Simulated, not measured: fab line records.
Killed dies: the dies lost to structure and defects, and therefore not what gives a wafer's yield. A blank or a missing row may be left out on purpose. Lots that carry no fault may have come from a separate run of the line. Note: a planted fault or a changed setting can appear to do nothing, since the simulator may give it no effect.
The tool behind it: which one? ; flow gf180mcu ; 24 lots with 72 wafers sampled at 6 steps, on a route of 602 steps

WHAT THE GAUGES READ, wafer by wafer
GF_CONTACT_CD_MEAS_14 targets a cd of 220 nm. Usual: cd nm 220.7 nm, standard deviation 1.9.
lot;measured;on;cd nm (nm);flag
L074;day 16 00:19;cd sem-02;215.7 216.7 216.8;
L075;day 16 13:28;cd sem-02;221.6 221.2 221.3;
L076;day 16 23:06;cd sem-02;221.5 222.1 220.5;
L077;day 17 02:45;cd sem-02;221.9 223.6 222.4;
L078;day 17 19:37;cd sem-01;221.8 222.8 222.9;
L079;day 18 06:25;cd sem-01;218.3 219.3 220.1;
L080;day 18 16:46;cd sem-02;219.0 220.7 219.5;
L081;day 18 21:04;cd sem-01;219.7 218.8 218.4;
L082;day 19 02:17;cd sem-01;220.1 218.0 218.9;
L083;day 19 14:14;cd sem-02;221.8 221.7 221.7;
L084;day 19 21:32;cd sem-01;220.8 220.2 219.4;
L085;day 20 01:50;cd sem-01;219.9 219.0 219.0;
L086;day 20 19:47;cd sem-02;220.4 221.7 221.1;
L087;day 21 00:36;cd sem-02;221.3 221.7 222.4;
L088;day 21 07:42;cd sem-01;222.8 222.4 221.7;
L089;day 21 14:47;cd sem-01;220.9 219.8 220.0;
L090;day 22 00:06;cd sem-02;222.5 222.3 222.9;
L091;day 22 06:07;cd sem-01;221.9 223.7 223.2;
L092;day 22 15:04;cd sem-02;224.2 223.3 223.7;
L093;day 22 23:09;cd sem-02;218.2 218.5 219.0;
L094;day 23 10:36;cd sem-02;221.0 219.9 219.3;
L095;day 23 13:20;cd sem-01;217.1 217.4 218.3;
L096;day 23 16:59;cd sem-01;221.5 222.7 222.1;
L097;day 24 06:56;cd sem-02;222.5 221.8 222.2;

GF_M3_CD_MEAS_14 targets a cd of 280 nm. Usual: cd nm 279.7 nm, standard deviation 1.4.
lot;measured;on;cd nm (nm);flag
L074;day 21 06:40;cd sem-02;279.0 276.7 278.0;
L075;day 21 17:37;cd sem-01;280.2 280.4 280.4;
L076;day 22 08:01;cd sem-02;281.5 280.9 281.4;
L077;day 22 11:24;cd sem-02;277.2 277.1 278.2;
L078;day 23 03:10;cd sem-02;279.9 278.5 278.2;
L079;day 23 13:22;cd sem-02;280.2 280.5 280.8;
L080;day 23 22:05;cd sem-02;278.3 278.2 278.5;
L081;day 24 03:44;cd sem-02;281.8 279.9 280.9;
L082;day 24 07:15;cd sem-01;280.5 280.2 279.5;
L083;day 24 20:02;cd sem-01;278.4 278.1 279.3;
L084;day 25 01:20;cd sem-02;280.6 279.3 280.0;
L085;day 25 05:26;cd sem-01;280.1 280.1 280.1;
L086;day 25 21:56;cd sem-01;276.9 278.8 277.1;
L087;day 26 02:27;cd sem-02;281.2 282.1 280.7;
L088;day 26 07:40;cd sem-02;281.0 281.3 281.2;
L089;day 26 14:53;cd sem-01;278.2 277.7 278.5;
L090;day 26 23:26;cd sem-02;279.1 279.5 280.4;
L091;day 27 04:19;cd sem-01;279.5 279.5 280.5;
L092;day 27 11:46;cd sem-02;281.0 280.5 281.2;
L093;day 27 19:37;cd sem-01;279.3 277.8 279.1;
L094;day 28 04:18;cd sem-02;282.2 283.2 283.8;
L095;day 28 07:53;cd sem-01;279.8 279.4 279.8;
L096;day 28 10:33;cd sem-02;279.1 278.9 277.9;
L097;day 28 21:08;cd sem-02;280.3 280.6 279.6;

GF_M5_CD_MEAS_07 targets a cd of 280 nm. Usual: cd nm 280.1 nm, standard deviation 0.97.
lot;measured;on;cd nm (nm);flag
L074;day 26 05:07;cd sem-01;280.2 280.8 280.0;
L075;day 26 14:13;cd sem-01;278.2 279.1 278.7;
L076;day 27 04:40;cd sem-01;279.8 279.9 279.1;
L077;day 27 07:24;cd sem-01;277.9 278.5 277.8;
L078;day 27 21:31;cd sem-01;279.0 279.3 280.7;
L079;day 28 05:43;cd sem-01;281.0 280.5 280.0;
L080;day 28 13:52;cd sem-02;280.6 280.6 280.4;
L081;day 28 17:49;cd sem-02;280.6 280.1 281.9;
L082;day 28 20:26;cd sem-01;280.5 281.6 281.2;
L083;day 29 08:59;cd sem-01;281.2 279.6 279.9;
L084;day 29 13:59;cd sem-01;279.7 280.5 280.8;
L085;day 29 15:57;cd sem-02;279.1 278.5 279.8;
L086;day 30 06:51;cd sem-02;280.0 280.6 280.3;
L087;day 30 10:05;cd sem-01;280.9 280.7 279.8;
L088;day 30 15:48;cd sem-01;280.7 280.8 280.4;
L089;day 30 21:41;cd sem-01;279.8 279.7 280.6;
L090;day 31 05:39;cd sem-02;280.2 279.3 281.4;
L091;day 31 09:46;cd sem-01;280.2 279.9 280.0;
L092;day 32 03:55;cd sem-02;281.1 281.5 282.2;
L093;day 31 21:55;cd sem-02;280.1 281.4 280.8;
L094;day 32 07:18;cd sem-02;279.2 280.4 279.5;
L095;day 32 09:41;cd sem-02;278.8 280.0 280.2;
L096;day 32 11:02;cd sem-01;281.6 281.9 282.1;
L097;day 32 21:29;cd sem-02;280.1 279.9 279.1;

TOOL THAT RAN EACH LOT (tool first, then ch and the chambers of the sampled wafers, then the start)
lot;GF_V2_CMP_04;GF_M4_STRIP_17;GF_V4_CMP_04
L074;cmp-01 ch 1,2,3, day 19 04:20;plasma asher-03 ch 0,1, day 23 09:21;cmp-01 ch 1,2,3, day 23 10:08
L075;cmp-01 ch 0,1,3, day 19 15:11;plasma asher-03 ch 0,1, day 23 18:52;cmp-01 ch 0,1,3, day 23 19:43
L076;cmp-01 ch 0,3, day 20 06:02;plasma asher-03 ch 0,1, day 24 08:48;cmp-01 ch 0,1,2, day 24 09:35
L077;cmp-02 ch 0,1, day 20 09:11;plasma asher-03 ch 0,1, day 24 12:25;cmp-02 ch 0,1,2, day 24 13:18
L078;cmp-02 ch 1,2,3, day 21 01:41;plasma asher-01 ch 0,1, day 25 02:47;cmp-01 ch 0,3, day 25 03:59
L079;cmp-01 ch 1,2, day 21 12:26;plasma asher-04 ch 0,1, day 25 12:12;cmp-01 ch 0,2,3, day 25 13:06
L080;cmp-02 ch 1,2,3, day 21 22:26;plasma asher-04 ch 0,1, day 25 21:17;cmp-01 ch 0,1, day 25 22:05
L081;cmp-02 ch 2,3, day 22 03:14;plasma asher-03 ch 0,1, day 26 02:17;cmp-02 ch 0,2,3, day 26 03:11
L082;cmp-01 ch 1,2,3, day 22 08:35;plasma asher-04 ch 0,1, day 26 05:01;cmp-01 ch 0,1,2, day 26 05:48
L083;cmp-01 ch 0,1,3, day 22 20:06;plasma asher-04 ch 0,1, day 26 18:14;cmp-02 ch 0,3, day 26 18:59
L084;cmp-02 ch 0,2, day 23 02:38;plasma asher-04 ch 0,1, day 26 22:58;cmp-02 ch 1,2, day 26 23:46
L085;cmp-01 ch 0,1,3, day 23 07:47;plasma asher-04 ch 0,1, day 27 02:34;cmp-02 ch 2,3, day 27 03:26
L086;cmp-01 ch 0,2,3, day 24 00:02;plasma asher-03 ch 0,1, day 27 19:15;cmp-02 ch 0,1,2, day 27 20:03
L087;cmp-02 ch 0,1, day 24 04:19;plasma asher-03 ch 0,1, day 27 22:04;cmp-02 ch 2,3, day 27 22:52
L088;cmp-02 ch 1,2, day 24 10:45;plasma asher-04 ch 0,1, day 28 03:01;cmp-01 ch 0,1,3, day 28 03:51
L089;cmp-01 ch 2,3, day 24 17:56;plasma asher-04 ch 0,1, day 28 09:45;cmp-02 ch 0,2,3, day 28 10:32
L090;cmp-01 ch 0,1,2, day 25 02:53;plasma asher-03 ch 0,1, day 28 18:43;cmp-01 ch 0,1,3, day 28 19:34
L091;cmp-01 ch 0,1,2, day 25 07:46;plasma asher-01 ch 0,1, day 28 22:04;cmp-02 ch 0,1,2, day 28 22:59
L092;cmp-01 ch 0,2,3, day 25 15:32;plasma asher-04 ch 0,1, day 29 18:46;cmp-02 ch 0,2,3, day 29 19:33
L093;cmp-01 ch 1,2,3, day 25 23:34;plasma asher-04 ch 0,1, day 29 11:55;cmp-01 ch 2,3, day 29 12:44
L094;cmp-01 ch 2,3, day 26 09:39;plasma asher-04 ch 0,1, day 29 21:47;cmp-02 ch 0,1, day 29 22:49
L095;cmp-01 ch 0,1,2, day 26 13:16;plasma asher-03 ch 0,1, day 30 01:07;cmp-01 ch 0,1,3, day 30 01:55
L096;cmp-01 ch 0,1,2, day 26 16:29;plasma asher-01 ch 0, day 30 04:07;cmp-01 ch 0,1,2, day 30 04:57
L097;cmp-02 ch 1,2,3, day 27 03:50;plasma asher-04 ch 0,1, day 30 14:15;cmp-01 ch 0,1, day 30 15:01
- GF_V2_CMP_04: polishes SiO2.
- GF_M4_STRIP_17: strips in O2/N2.
- GF_V4_CMP_04: polishes SiO2.

AS READ BY THE TOOLS THEMSELVES (means over the sampled wafers that have a number; for cases with no such wafer, the mark the record gives instead)
GF_V2_CMP_04. Usual: motor current A 11.7 A, standard deviation 0.85; retaining ring pressure frac 0.999, standard deviation 0.0047; time to endpoint s 79 s, standard deviation 6.6.
lot;tool;motor current A (A);retaining ring pressure frac;time to endpoint s (s);flag
L074;cmp-01;11.4;0.999;76;
L075;cmp-01;11.2;1.001;72;
L076;cmp-01;10.9;1.006;71;
L077;cmp-02;12.4;1.003;81;
L078;cmp-02;12.1;1.000;79;
L079;cmp-01;12.3;0.997;87;
L080;cmp-02;12.1;0.997;83;
L081;cmp-02;11.6;0.994;83;
L082;cmp-01;11.6;1.001;75;
L083;cmp-01;11.3;0.995;81;
L084;cmp-02;12.2;1.000;88;
L085;cmp-01;11.7;0.997;76;
L086;cmp-01;11.2;1.002;75;
L087;cmp-02;12.4;0.999;76;
L088;cmp-02;12.0;1.000;86;
L089;cmp-01;11.8;1.004;77;
L090;cmp-01;11.8;1.002;78;
L091;cmp-01;12.0;0.998;82;
L092;cmp-01;11.4;1.002;79;
L093;cmp-01;11.4;0.997;77;
L094;cmp-01;10.9;1.000;81;
L095;cmp-01;11.7;0.996;81;
L096;cmp-01;12.3;1.000;82;
L097;cmp-02;12.2;1.001;82;

GF_M4_STRIP_17. Usual: drypump motor current A 5.67 A, standard deviation 0.29; heater power w 385 W, standard deviation 29; oes product au 0.557 a.u., standard deviation 0.0047; strip time to endpoint s 7.86 s, standard deviation 0.043.
lot;tool;drypump motor current A (A);heater power w (W);oes product au (a.u.);strip time to endpoint s (s);flag
L074;plasma asher-03;5.96;377;0.555;7.84;
L075;plasma asher-03;5.90;372;0.554;7.93;
L076;plasma asher-03;5.92;374;0.553;7.86;
L077;plasma asher-03;5.93;374;0.564;7.84;
L078;plasma asher-01;5.45;335;0.559;7.85;
L079;plasma asher-04;5.62;402;0.558;7.91;
L080;plasma asher-04;5.59;413;0.553;7.80;
L081;plasma asher-03;5.62;365;0.556;7.81;
L082;plasma asher-04;5.60;411;0.557;7.84;
L083;plasma asher-04;5.60;405;0.558;7.86;
L084;plasma asher-04;5.61;403;0.560;7.87;
L085;plasma asher-04;5.60;412;0.557;7.76;
L086;plasma asher-03;5.64;367;0.557;7.86;
L087;plasma asher-03;5.94;375;0.561;7.88;
L088;plasma asher-04;5.60;411;0.555;7.84;
L089;plasma asher-04;5.64;405;0.560;7.89;
L090;plasma asher-03;5.65;368;0.553;7.87;
L091;plasma asher-01;5.44;333;0.562;7.88;
L092;plasma asher-04;5.62;403;0.560;7.87;
L093;plasma asher-04;5.62;399;0.554;7.88;
L094;plasma asher-04;5.61;406;0.561;7.85;
L095;plasma asher-03;5.64;367;0.559;7.88;
L096;plasma asher-01;5.30;314;0.557;7.91;
L097;plasma asher-04;5.63;397;0.560;7.85;

GF_V4_CMP_04. Usual: motor current A 11.9 A, standard deviation 0.85; retaining ring pressure frac 1.000, standard deviation 0.0058; time to endpoint s 81 s, standard deviation 5.9.
lot;tool;motor current A (A);retaining ring pressure frac;time to endpoint s (s);flag
L074;cmp-01;11.8;0.997;77;
L075;cmp-01;11.4;0.996;76;
L076;cmp-01;11.7;1.001;83;
L077;cmp-02;12.1;0.999;89;
L078;cmp-01;11.0;0.999;75;
L079;cmp-01;11.3;1.000;85;
L080;cmp-01;11.8;1.001;79;
L081;cmp-02;11.8;1.006;86;
L082;cmp-01;11.5;1.004;80;
L083;cmp-02;12.7;0.999;85;
L084;cmp-02;11.8;1.006;85;
L085;cmp-02;11.4;1.002;88;
L086;cmp-02;12.0;0.993;84;
L087;cmp-02;12.5;1.006;84;
L088;cmp-01;11.5;1.003;77;
L089;cmp-02;12.5;1.000;80;
L090;cmp-01;11.4;0.993;82;
L091;cmp-02;12.3;1.000;83;
L092;cmp-02;11.9;1.001;84;
L093;cmp-01;11.6;0.996;76;
L094;cmp-02;12.7;1.000;86;
L095;cmp-01;10.8;0.996;80;
L096;cmp-01;12.4;1.002;80;
L097;cmp-01;11.2;1.009;84;

THE ANSWER, worked out from the rows above alone
Rule: a lot is off if the mean of its wafers that have a number lies more than 3 standard deviations from the usual mean. Also off: a lot with no number at a reading for which 4 or more lots have one. Any other lot the step has rows for is counted as sound. The gauges are gone through in route order, then the tools' own readings, and for those a lot's mean is taken as printed above. The first step at which some lot is off is used, and at that step the reading that is off furthest; a lot without a number counts as furthest.
None of the lots is off at any reading shown; this tells nothing.

WHAT HAD BEEN PUT IN BY THE SIMULATOR
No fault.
